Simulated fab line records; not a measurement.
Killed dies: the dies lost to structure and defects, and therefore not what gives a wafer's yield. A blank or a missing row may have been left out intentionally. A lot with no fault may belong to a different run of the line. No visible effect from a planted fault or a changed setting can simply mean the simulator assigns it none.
Problem report in the 8D (eight disciplines) form, filled by code || flow gf180mcu || the parts of the form that need people (team, actions taken, sign-off) are left out

== 1. WHAT IS WRONG ==
Mean of heaterPowerTotalW at GF_M3_PEB_12: 86.60 W across 6 wafers in 2 lots; on wafers with no fault it is 85.70 W (standard deviation 0.094). Measured from the usual mean, that is +9.6 standard deviations.
The step: peb time 90 s.
Earliest sighting: wafer L520.3 on lithoTrack-01 at day 24 07:44. Wafers with a number at this step in the record: 36, from 12 lots. The rule behind "out" and "out of limits": a value lying over 4 standard deviations away from the usual mean. The rest of the wafers with a number are treated as sound.

== 2. WHAT THIS IS AND IS NOT ==
{"question": "which readings at this step", "is": "heaterPowerTotalW, plateTempC", "is not": "-"}
{"question": "which lots", "is": "L520, L524", "is not": "L512, L516, L517, L519, L521, L530, L531, L532, L533, L535"}
{"question": "which wafers of those lots", "is": "all that have a number", "is not": "-"}
{"question": "read on which tools", "is": "lithoTrack-01", "is not": "lithoTrack-02, lithoTrack-03"}
{"question": "when", "is": "from day 24 07:44", "is not": "up to then (12 sound wafers); but 18 sound wafers of L521, L530, L531, L532, L533, L535 came after"}

== 3. THE SUSPECTS, EACH WITH WHAT RULES IT OUT ==
Counting: a tool at a process step up to the reading stays a suspect if it ran every lot that is out and no sound lot after the first of them.
- rieDiel-04 at GF_V2_ETCH_17 (etches SiO2 in C4F8/O2/Ar, stops on TiN, target depth 630 nm): ruled out as a lasting fault. The sound lots L531, L533, L535 went through it after L520, its earliest lot that is out (day 24 07:44). Because GF_V2_ETCH_17 lacks a start for some lots, the hours and order of its lots are taken from GF_M3_PEB_12.
- lithoTrack-01 at GF_M3_PEB_12 (peb time 90 s): ruled out as a lasting fault. The sound lots L532, L535 went through it after L520, its earliest lot that is out (day 24 07:44).
Left after counting: nothing in the record.

== 4. THE CAUSE (what the simulator had put in) ==
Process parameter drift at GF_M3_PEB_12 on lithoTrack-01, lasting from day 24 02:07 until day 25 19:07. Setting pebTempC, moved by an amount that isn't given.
Counting ruled it out, wrongly.

== 5. THE EFFECT CHAIN, in route order ==
Each row: a reading whose mean over the struck wafers that have a number lies more than 3 standard deviations from the usual. Only readings whose record carries a usual standard deviation are examined. hours: median over the lots of the time between each lot's start at the first step of this table that gives one and its start at this step. sigmas: the change, counted in usual standard deviations.
{"hours": 0, "step": "GF_M3_PEB_12", "reading": "heaterPowerTotalW", "usual": "85.70 W", "on struck wafers": 86.60, "change": "+0.90", "sigmas": "+9.6"}
{"hours": 0, "step": "GF_M3_PEB_12", "reading": "plateTempC", "usual": "134.99 C", "on struck wafers": 136.19, "change": "+1.20", "sigmas": "+8.6"}
Process steps it contains:
- GF_M3_PEB_12: peb time 90 s.
Later measuring or inspecting steps at which every struck wafer that the step has a row for has a number for every such reading, and none has moved that far: GF_M3_CD_MEAS_14, GF_M3_OVL_MEAS_15.

== 6. WHAT WOULD HAVE CAUGHT IT SOONER ==
In this record no reading fell out of limits until day 24 07:44, 6 hours after the fault had begun at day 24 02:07.
